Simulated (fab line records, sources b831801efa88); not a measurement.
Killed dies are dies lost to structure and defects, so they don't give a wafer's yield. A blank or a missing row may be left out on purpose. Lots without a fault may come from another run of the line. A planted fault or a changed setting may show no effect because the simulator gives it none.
Which tool did it? | flow sky130 | 11 lots, 33 wafers sampled, at 5 steps of a route of 708

WHAT THE GAUGES READ, wafer by wafer
The record holds no reading of a measuring or inspecting step that can be judged against a usual standard deviation.

WHICH TOOL RAN EACH LOT (tool, then ch and the chambers of the sampled wafers, then the start)
lot  | SKY_METAL2_SPUTTER_04        | SKY_VIA2_STRIP_16                    | SKY_VIA4_COAT_06                  | SKY_VIA4_STRIP_13                    | SKY_METAL5_SPUTTER_04
L168 | pvd_sputter-02, day 34 15:28 | plasma_asher-02 ch 0,1, day 36 22:42 | litho_track-03 ch 0, day 42 21:52 | plasma_asher-03 ch 0,1, day 43 09:37 | pvd_sputter-01, day 43 11:08
L169 | pvd_sputter-01, day 34 21:23 | plasma_asher-04 ch 0,1, day 37 04:22 | litho_track-03 ch 0, day 43 03:01 | plasma_asher-03 ch 0,1, day 43 14:20 | pvd_sputter-01, day 43 15:53
L170 | pvd_sputter-01, day 35 12:56 | plasma_asher-01 ch 0,1, day 37 18:57 | litho_track-03 ch 0, day 43 16:40 | plasma_asher-04 ch 0,1, day 44 04:44 | pvd_sputter-01, day 44 06:08
L173 | pvd_sputter-01, day 36 03:23 | plasma_asher-01 ch 0,1, day 38 08:39 | litho_track-03 ch 0, day 44 05:46 | plasma_asher-04 ch 0,1, day 44 17:11 | pvd_sputter-03, day 44 18:46
L174 | pvd_sputter-01, day 36 11:06 | plasma_asher-04 ch 0,1, day 38 16:10 | litho_track-01 ch 0, day 44 11:01 | plasma_asher-04 ch 0,1, day 44 23:05 | pvd_sputter-03, day 45 00:29
L179 | pvd_sputter-02, day 38 09:32 | plasma_asher-02 ch 0,1, day 40 13:12 | litho_track-04 ch 0, day 46 02:31 | plasma_asher-01 ch 0,1, day 46 13:20 | pvd_sputter-03, day 46 15:15
L181 | pvd_sputter-03, day 38 23:04 | plasma_asher-04 ch 0,1, day 41 02:25 | litho_track-01 ch 0, day 46 13:17 | plasma_asher-01 ch 0, day 46 23:26   | pvd_sputter-03, day 47 00:54
L183 | pvd_sputter-02, day 39 08:44 | plasma_asher-04 ch 0,1, day 41 11:17 | litho_track-04 ch 0, day 46 19:54 | plasma_asher-03 ch 0,1, day 47 06:31 | pvd_sputter-02, day 47 07:53
L184 | pvd_sputter-02, day 39 15:53 | plasma_asher-02 ch 0,1, day 41 16:27 | litho_track-04 ch 0, day 47 01:55 | plasma_asher-01 ch 0,1, day 47 12:07 | pvd_sputter-01, day 47 13:32
L186 | pvd_sputter-03, day 39 23:59 | plasma_asher-04 ch 0,1, day 42 02:38 | litho_track-01 ch 0, day 47 10:58 | plasma_asher-03 ch 0,1, day 47 20:59 | pvd_sputter-01, day 47 22:58
L189 | pvd_sputter-02, day 41 00:50 | plasma_asher-04 ch 0,1, day 43 01:57 | litho_track-01 ch 0, day 48 05:11 | plasma_asher-01 ch 0,1, day 48 14:46 | pvd_sputter-01, day 48 16:13
- SKY_METAL2_SPUTTER_04: material TiN, target thk 70 nm, time 58.3 s.
- SKY_VIA2_STRIP_16: strips in O2/N2.
- SKY_VIA4_COAT_06: resist thk 1140 nm.
- SKY_VIA4_STRIP_13: strips in O2/N2.
- SKY_METAL5_SPUTTER_04: material TiN, target thk 70 nm, time 58.3 s.

WHAT THE TOOLS THEMSELVES READ (means of the sampled wafers that have a number; where no wafer has one, the mark that the record gives instead)
SKY_METAL2_SPUTTER_04. Usual: throttle_valve_pct 30.0 %, standard deviation 0.98.
lot  | tool           | throttle_valve_pct (%) | flag
L168 | pvd_sputter-02 | 30.4                   |
L169 | pvd_sputter-01 | 29.9                   |
L170 | pvd_sputter-01 | 30.1                   |
L173 | pvd_sputter-01 | 29.9                   |
L174 | pvd_sputter-01 | 30.7                   |
L179 | pvd_sputter-02 | 30.3                   |
L181 | pvd_sputter-03 | 29.5                   |
L183 | pvd_sputter-02 | 29.5                   |
L184 | pvd_sputter-02 | 30.1                   |
L186 | pvd_sputter-03 | 29.4                   |
L189 | pvd_sputter-02 | 29.5                   |

SKY_VIA2_STRIP_16. Usual: drypump_motor_current_A 5.6 A, standard deviation 0.44; oes_product_au 0.400 a.u., standard deviation 0.0049; strip_time_to_endpoint_s 4.051 s, standard deviation 0.027.
lot  | tool            | drypump_motor_current_A (A) | oes_product_au (a.u.) | strip_time_to_endpoint_s (s) | flag
L168 | plasma_asher-02 | 5.7                         | 0.398                 | 4.021                        |
L169 | plasma_asher-04 | 5.5                         | 0.394                 | 4.056                        |
L170 | plasma_asher-01 | 5.9                         | 0.398                 | 4.045                        |
L173 | plasma_asher-01 | 5.9                         | 0.398                 | 4.067                        |
L174 | plasma_asher-04 | 5.5                         | 0.396                 | 4.088                        |
L179 | plasma_asher-02 | 5.8                         | 0.402                 | 4.070                        |
L181 | plasma_asher-04 | 5.5                         | 0.401                 | 4.080                        |
L183 | plasma_asher-04 | 5.5                         | 0.396                 | 4.046                        |
L184 | plasma_asher-02 | 5.8                         | 0.405                 | 4.041                        |
L186 | plasma_asher-04 | 5.2                         | 0.400                 | 4.047                        |
L189 | plasma_asher-04 | 5.5                         | 0.401                 | 4.086                        |

SKY_VIA4_STRIP_13. Usual: drypump_motor_current_A 5.7 A, standard deviation 0.35; oes_product_au 0.709 a.u., standard deviation 0.0044; strip_time_to_endpoint_s 12.808 s, standard deviation 0.029.
lot  | tool            | drypump_motor_current_A (A) | oes_product_au (a.u.) | strip_time_to_endpoint_s (s) | flag
L168 | plasma_asher-03 | 5.9                         | 0.710                 | 12.832                       |
L169 | plasma_asher-03 | 5.8                         | 0.709                 | 12.787                       |
L170 | plasma_asher-04 | 5.5                         | 0.707                 | 12.806                       |
L173 | plasma_asher-04 | 5.2                         | 0.707                 | 12.801                       |
L174 | plasma_asher-04 | 5.1                         | 0.710                 | 12.817                       |
L179 | plasma_asher-01 | 5.9                         | 0.705                 | 12.782                       |
L181 | plasma_asher-01 | 5.9                         | 0.709                 | 12.808                       |
L183 | plasma_asher-03 | 5.7                         | 0.712                 | 12.789                       |
L184 | plasma_asher-01 | 5.9                         | 0.710                 | 12.833                       |
L186 | plasma_asher-03 | 5.9                         | 0.704                 | 12.239                       | OFF
L189 | plasma_asher-01 | 5.9                         | 0.708                 | 12.184                       | OFF

SKY_METAL5_SPUTTER_04. Usual: throttle_valve_pct 29.9 %, standard deviation 0.97.
lot  | tool           | throttle_valve_pct (%) | flag
L168 | pvd_sputter-01 | 30.4                   |
L169 | pvd_sputter-01 | 30.7                   |
L170 | pvd_sputter-01 | 30.6                   |
L173 | pvd_sputter-03 | 29.3                   |
L174 | pvd_sputter-03 | 29.5                   |
L179 | pvd_sputter-03 | 29.0                   |
L181 | pvd_sputter-03 | 29.4                   |
L183 | pvd_sputter-02 | 29.5                   |
L184 | pvd_sputter-01 | 30.7                   |
L186 | pvd_sputter-01 | 30.6                   |
L189 | pvd_sputter-01 | 29.9                   |

THE ANSWER, worked out from the rows above alone
Rule: a lot is off if the mean of its wafers that have a number lies more than 3 standard deviations from the usual mean. A lot without any number at a reading at which 4 lots or more have one is off too. The other lots that the step has rows for count as sound. The gauges are gone through in route order, then the tools' own readings, and for those a lot's mean is taken as printed above. The first step at which some lot is off is used, and at that step the reading that is off furthest; a lot without a number counts as furthest.
Off: L186, L189, at SKY_VIA4_STRIP_13 (strip_time_to_endpoint_s).
A tool fits if, at that step or a process step before it, it ran every lot that is off, and no sound lot after the first of them. Can't be told from this: 2 tools fit, plasma_asher-04 at SKY_VIA2_STRIP_16, litho_track-01 at SKY_VIA4_COAT_06.

WHAT THE SIMULATOR HAD PUT IN
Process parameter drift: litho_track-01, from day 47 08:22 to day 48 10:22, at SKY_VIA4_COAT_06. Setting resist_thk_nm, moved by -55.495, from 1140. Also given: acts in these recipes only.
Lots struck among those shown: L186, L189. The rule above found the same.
